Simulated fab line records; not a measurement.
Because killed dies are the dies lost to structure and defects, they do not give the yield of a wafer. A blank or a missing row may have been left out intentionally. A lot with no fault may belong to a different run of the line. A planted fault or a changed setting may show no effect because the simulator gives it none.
Which tool did it?    flow sky130    36 wafers from 12 lots sampled at 3 of the route's 708 steps

## WHAT EACH GAUGE READ, for each wafer
SKY_VT_ADJUST_HVTR_CD_MEAS_07 targets a cd of 380 nm.
lot   measured      on         cd nm (nm)
L479  day 9 08:31   cd sem-01  375.4 374.5 377.9
L481  day 10 09:19  cd sem-01  377.7 380.0 376.4
L482  day 10 20:20  cd sem-02  381.8 381.3 381.4
L484  day 11 00:08  cd sem-01  376.7 378.4 375.9
L483  day 11 01:56  cd sem-02  378.3 378.3 381.2
L489  day 12 19:59  cd sem-02  375.5 379.8 377.2
L491  day 13 08:11  cd sem-01  384.5 384.6 385.8
L493  day 14 09:37  cd sem-02  379.7 378.0 380.8
L494  day 15 03:30  cd sem-02  414.6 379.1 377.4
L498  day 16 08:26  cd sem-01  379.3 380.9 382.9
L501  day 16 16:49  cd sem-01  376.1 377.8 377.3
L502  day 16 22:51  cd sem-01  379.2 379.5 375.0

SKY_SONOS_ONO_OVL_MEAS_14.
lot   measured      on          SONOS_ONO_OVL (nm)
L479  day 12 13:30  overlay-02  -1.4 1.2 1.4
L481  day 13 15:31  overlay-02  -3.3 -3.3 -3.1
L482  day 14 05:19  overlay-02  0.0 0.9 0.4
L484  day 14 07:21  overlay-02  -0.3 -1.8 -2.9
L483  day 14 13:16  overlay-01  0.9 3.1 1.0
L489  day 16 08:58  overlay-02  1.6 -0.4 -0.4
L491  day 17 01:52  overlay-01  -0.5 2.2 0.8
L493  day 18 04:32  overlay-02  0.2 -0.1 -0.5
L494  day 18 22:31  overlay-01  0.6 -2.0 -0.3
L498  day 20 08:57  overlay-02  1.1 0.3 -0.8
L501  day 20 16:25  overlay-02  -1.9 -2.6 0.6
L502  day 21 03:41  overlay-02  2.6 0.7 2.9

## WHICH TOOL RAN EACH LOT (tool, then ch and the chambers of the sampled wafers, then the start)
lot   SKY_VT_ADJUST_HVTR_DEVELOP_06
L479  litho track-02 ch 0, day 9 08:22
L481  litho track-02 ch 0, day 10 09:10
L482  litho track-03 ch 0, day 10 20:12
L484  litho track-01 ch 0, day 10 23:59
L483  litho track-03 ch 0, day 11 01:48
L489  litho track-03 ch 0, day 12 19:51
L491  litho track-01 ch 0, day 13 08:02
L493  litho track-01 ch 0, day 14 09:29
L494  litho track-03 ch 0, day 15 03:21
L498  litho track-01 ch 0, day 16 08:17
L501  litho track-02 ch 0, day 16 16:40
L502  litho track-01 ch 0, day 16 22:42
- SKY_VT_ADJUST_HVTR_DEVELOP_06: develop time 60 s.

## AS READ BY THE TOOLS THEMSELVES (means over the sampled wafers that have a number; for cases with no such wafer, the mark the record gives instead)
SKY_VT_ADJUST_HVTR_DEVELOP_06.
lot   tool            chill plate temp C (C)
L479  litho track-02  23.10
L481  litho track-02  23.00
L482  litho track-03  22.95
L484  litho track-01  22.99
L483  litho track-03  23.08
L489  litho track-03  23.09
L491  litho track-01  23.05
L493  litho track-01  23.07
L494  litho track-03  23.00
L498  litho track-01  23.06
L501  litho track-02  22.99
L502  litho track-01  23.00

## THE ANSWER, worked out from the rows above alone
Rule: the usual values come from the lots themselves. The widest of any qualifying gaps counts: lots, ordered by their means at a reading, are off when they make up no more than a third of the lots, leave a main group of 4 or more, and stand apart from it by 3 or more times the standard deviation of that group's means. If all means in a main group match to the digits the tables above print for the reading, that group is not used. A lot without any number at a reading at which 4 lots or more have one is off too. The other lots that the step has rows for count as sound. First the gauges in route order, then the tools' own readings, where a lot's mean is used as printed above. At the first step where some lot is off, the reading lying furthest off is the one used; lots without a number count as furthest.
Across all readings shown, no lot is off: no conclusion can be drawn from this.

## WHAT HAD BEEN PUT IN BY THE SIMULATOR
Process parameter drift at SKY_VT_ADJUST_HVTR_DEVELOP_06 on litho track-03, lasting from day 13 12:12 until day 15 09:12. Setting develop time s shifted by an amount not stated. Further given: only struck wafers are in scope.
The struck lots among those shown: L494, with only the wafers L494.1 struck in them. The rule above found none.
